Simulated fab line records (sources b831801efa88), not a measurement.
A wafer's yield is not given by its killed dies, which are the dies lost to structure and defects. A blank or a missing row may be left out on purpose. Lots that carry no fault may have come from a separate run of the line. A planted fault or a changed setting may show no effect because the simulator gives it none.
The tool behind it: which one? | flow gf180mcu | 12 lots, 36 wafers sampled, at 2 steps of a route of 602

== WHAT THE GAUGES SHOWED, per wafer ==
GF_V2_OVL_MEAS_15.
lot  | measured     | on         | V2_OVL (nm)
L075 | day 20 16:13 | overlay-01 | -11 -12 -6
L077 | day 21 10:22 | overlay-02 | -8 -7 -13
L079 | day 22 02:35 | overlay-01 | 5 6 -7
L081 | day 22 20:26 | overlay-02 | -8 -10 -10
L083 | day 23 12:46 | overlay-02 | 1 -5 1
L085 | day 24 07:01 | overlay-02 | 1 -4 6
L087 | day 25 08:41 | overlay-02 | -4 -4 -8
L089 | day 25 22:44 | overlay-02 | -2 3 -8
L091 | day 26 07:46 | overlay-02 | -5 -7 -8
L093 | day 26 23:42 | overlay-02 | 4 2 -6
L095 | day 27 11:11 | overlay-01 | 4 -6 -6
L097 | day 27 23:34 | overlay-01 | -3 -7 -6

== EACH LOT AND THE TOOL THAT RAN IT (in order: tool; ch and the chambers of the sampled wafers; start) ==
lot  | GF_CONTACT_CVD_24
L075 | cvdW-02 ch 0,1, day 16 13:08
L077 | cvdW-02 ch 1, day 17 05:11
L079 | cvdW-01 ch 0,1, day 17 21:07
L081 | cvdW-02 ch 0,1, day 18 16:04
L083 | cvdW-01 ch 0,1, day 19 10:01
L085 | cvdW-02 ch 0,1, day 20 05:17
L087 | cvdW-02 ch 1, day 21 07:01
L089 | cvdW-02 ch 0,1, day 22 00:05
L091 | cvdW-02 ch 0,1, day 22 09:34
L093 | cvdW-02 ch 0,1, day 23 02:42
L095 | cvdW-01 ch 0,1, day 23 15:49
L097 | cvdW-01 ch 0,1, day 24 04:49
- GF_CONTACT_CVD_24: deposits W, target thk 300 nm, time 90.339 s.

== THE ANSWER, worked out from the rows above alone ==
Rule: usual is defined by the lots themselves. Put in order of their means at a reading, lots are off if they are a third of the lots or fewer, leave a main group of 4 or more, and stand apart from it by a gap of 3 or more times the standard deviation of the main group's means; of several such gaps the widest counts. A main group is skipped when, at the precision printed for the reading in the tables above, its means are all equal. Also off: a lot with no number at a reading for which 4 or more lots have one. All remaining lots with rows at the step are treated as sound.
None of the lots is off at any reading shown; this tells nothing.

== WHAT THE SIMULATOR HAD PUT IN ==
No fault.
